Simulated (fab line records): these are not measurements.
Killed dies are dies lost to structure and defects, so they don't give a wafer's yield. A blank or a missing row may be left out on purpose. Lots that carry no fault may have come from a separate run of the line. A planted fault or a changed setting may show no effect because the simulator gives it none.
Problem report, 8D (eight disciplines) form, completed by code || flow gf180mcu || the parts of the form that need people (team, actions taken, sign-off) are left out

== 1. THE PROBLEM ==
overpolishRunS at GF_V4_CMP_26 reads a mean of 0.041 s on 9 wafers of 3 lots; wafers without a fault read 15.001 s with a standard deviation of 0.009. So: -99 or more standard deviations from the usual mean.
The step: polishes, stops on SiO2, t overpolish 15 s, target thk 0 nm.
First seen on wafer L666.1, day 27 21:22, on cmp-01. The record has a number at this step for 45 wafers belonging to 15 lots. Rule for "out" (also "out of limits"): further than 4 standard deviations from the usual mean. All remaining wafers that have a number are taken as sound.

== 2. WHAT IT IS, WHAT IT ISN'T ==
{"question": "which readings at this step", "is": "overpolishRunS, timeToEndpointS", "is not": "motorCurrentA"}
{"question": "which lots", "is": "L666, L668, L669", "is not": "L656, L657, L658, L659, L660, L661, L662, L663, L664, L675, L676, L678"}
{"question": "which wafers of those lots", "is": "all that have a number", "is not": "-"}
{"question": "read on which tools", "is": "cmp-01", "is not": "cmp-02"}
{"question": "when", "is": "from day 27 21:22", "is not": "up to then (27 sound wafers); but 9 sound wafers of L675, L676, L678 came after"}

== 3. WHAT RULES OUT EACH SUSPECT ==
Counting: a tool at any process step up to the reading remains a suspect when it ran all the lots that are out and ran no sound lot after the first of those.
- cmp-01 at GF_V4_CMP_26 (polishes, stops on SiO2, t overpolish 15 s, target thk 0 nm): kept. Every lot that is out went through it, starting with L666 (day 27 21:22), and after that it ran no sound lot; the last sound lot it ran before then is L664 (day 27 05:19). On those wafers its own readings are out: overpolishRunS, timeToEndpointS.
After counting, what remains is cmp-01 at GF_V4_CMP_26.

== 4. THE CAUSE (what the simulator had put in) ==
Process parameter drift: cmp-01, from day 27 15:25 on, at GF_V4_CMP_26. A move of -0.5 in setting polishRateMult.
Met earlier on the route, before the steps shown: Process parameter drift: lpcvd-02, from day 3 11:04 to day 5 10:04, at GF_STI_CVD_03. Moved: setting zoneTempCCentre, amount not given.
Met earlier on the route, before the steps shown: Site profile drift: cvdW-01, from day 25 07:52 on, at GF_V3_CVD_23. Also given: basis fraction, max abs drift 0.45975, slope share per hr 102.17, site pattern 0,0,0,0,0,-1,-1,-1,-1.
Only this tool survived the counting.

== 5. THE CHAIN OF EFFECTS, in route order ==
Each row: a reading where the mean over the struck wafers with a number is more than 3 standard deviations away from the usual. Only readings for which the record gives a usual standard deviation are gone through. hours: the time from each lot's start at the first step in this table that gives one to its start at this step, as a median over the lots. sigmas: the change in usual standard deviations.
{"hours": 0, "step": "GF_V4_CMP_26", "reading": "overpolishRunS", "usual": "15.001 s", "on struck wafers": 0.041, "change": -14.960, "sigmas": "-99 or more"}
{"hours": 0, "step": "GF_V4_CMP_26", "reading": "timeToEndpointS", "usual": "85 s", "on struck wafers": 129, "change": "+44", "sigmas": "+14"}
Process steps it contains:
- GF_V4_CMP_26: polishes, stops on SiO2, t overpolish 15 s, target thk 0 nm.

== 6. HOW IT WOULD HAVE BEEN CAUGHT EARLIER ==
The fault began at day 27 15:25; the first out-of-limits reading in this record came at day 27 21:22, 6 hours later.
